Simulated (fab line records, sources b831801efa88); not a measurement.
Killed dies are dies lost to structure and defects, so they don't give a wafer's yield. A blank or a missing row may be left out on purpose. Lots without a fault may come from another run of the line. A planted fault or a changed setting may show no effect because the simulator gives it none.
Which tool did it? | flow gf180mcu | 6 lots, 18 wafers sampled, at 2 steps of a route of 602

WHAT THE GAUGES READ, wafer by wafer
GF_HV_LDD_TW_MEAS_38.
lot  | measured     | on            | HV_LDD_3_TW
L945 | day 11 21:23 | film_metro-03 | 1445 1433 1438
L947 | day 12 12:42 | film_metro-03 | 1442 1451 1448
L953 | day 14 16:11 | film_metro-01 | 1437 1436 1434
L955 | day 15 07:26 | film_metro-04 | 1428 1421 1431
L957 | day 15 22:03 | film_metro-04 | 1695 1693 1695 1692 1689 1700
L959 | day 16 12:17 | film_metro-01 | 1695 1700 1704 1695 1705 1692

WHICH TOOL RAN EACH LOT (tool, then ch and the chambers of the sampled wafers, then the start)
lot  | GF_HV_LDD_IMPLANT_36
L945 | implanter-02 ch 0, day 11 21:08
L947 | implanter-02 ch 0, day 12 12:29
L953 | implanter-01 ch 0, day 14 15:56
L955 | implanter-01 ch 0, day 15 07:11
L957 | implanter-01 ch 0, day 15 21:50
L959 | implanter-01 ch 0, day 16 12:02
- GF_HV_LDD_IMPLANT_36

THE ANSWER, worked out from the rows above alone
Rule: what is usual is taken from the lots themselves. Put in order of their means at a reading, lots are off if they are a third of the lots or fewer, leave a main group of 4 or more, and stand apart from it by a gap of 3 or more times the standard deviation of the main group's means; of several such gaps the widest counts. A main group whose means are all the same, to the digits that the tables above print for the reading, isn't used. A lot without any number at a reading at which 4 lots or more have one is off too. The other lots that the step has rows for count as sound.
Off: L957, L959, at GF_HV_LDD_TW_MEAS_38 (HV_LDD_3_TW). The main group: mean 1437, standard deviation 7.3.
A tool fits if, at a process step before that reading, it ran every lot that is off, and no sound lot after the first of them. The gauges at GF_HV_LDD_TW_MEAS_38 are tried like those tools. One fits: implanter-01 at GF_HV_LDD_IMPLANT_36. Its last sound lot is L955 (day 15 07:11), its first lot that is off L957 (day 15 21:50): a fault that began between those two fits.

WHAT THE SIMULATOR HAD PUT IN
Process parameter drift: implanter-01, from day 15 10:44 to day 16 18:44, at GF_HV_LDD_IMPLANT_36. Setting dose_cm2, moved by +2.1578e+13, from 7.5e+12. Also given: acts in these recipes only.
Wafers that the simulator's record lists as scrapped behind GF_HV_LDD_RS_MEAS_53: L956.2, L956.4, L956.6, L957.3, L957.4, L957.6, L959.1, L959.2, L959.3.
Lots struck among those shown: L957, L959. The rule above found the same.
